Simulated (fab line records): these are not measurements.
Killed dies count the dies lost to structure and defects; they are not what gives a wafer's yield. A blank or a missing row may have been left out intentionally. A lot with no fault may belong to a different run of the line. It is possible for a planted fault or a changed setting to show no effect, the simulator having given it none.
Chamber matching	flow gf180mcu	GF_STI_CMP_25 on cmp-01 has 3 sister chambers
The step polishes, stops on Si3N4, t overpolish 33 s, target thk 524.6 nm. 6 wafers are shown with their chamber, then 5 later ones without.

## EACH WAFER AND ITS CHAMBER
wafer	chamber	motor_current_A (A)	time_to_endpoint_s (s)
L423.3	0	11.7	127
L424.1	0	11.7	128
L430.5	2	12.1	124
L430.6	1	12.1	113
L436.2	2	11.9	121
L436.3	1	12.0	124

## WAFERS WITHOUT THEIR CHAMBER
wafer	motor_current_A (A)	time_to_endpoint_s (s)
L436.5	11.9	124
L442.1	12.6	129
L442.6	11.4	127
L443.2	11.7	132
L443.6	12.3	127

## WHICH CHAMBER EACH WENT THROUGH
wafer	from the rows above	in truth
L436.5	can't be placed: 2 or 1 or 0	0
L442.1	can't be placed: 1 or 2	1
L442.6	0	0
L443.2	0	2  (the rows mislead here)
L443.6	can't be placed: 1 or 2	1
1 of 5 placed correctly. Unplaceable from these rows: 3, with the true chamber sitting among the candidates in 3. 1 placed wrongly.
How it was worked out, from the rows above alone: a wafer's distance from a chamber is the root of the sum, over the readings, of the square of ((its reading less the chamber's mean) divided by the reading's scatter). If the next closest chamber is less than 2 further off than the closest, the wafer can't be placed; otherwise it belongs to the closest. A chamber's mean is the mean of its shown wafers. How the scatter is found: for the shown wafers, subtract from each reading the mean of its chamber, square and add these, divide the total by (wafers less chambers), then take the root.
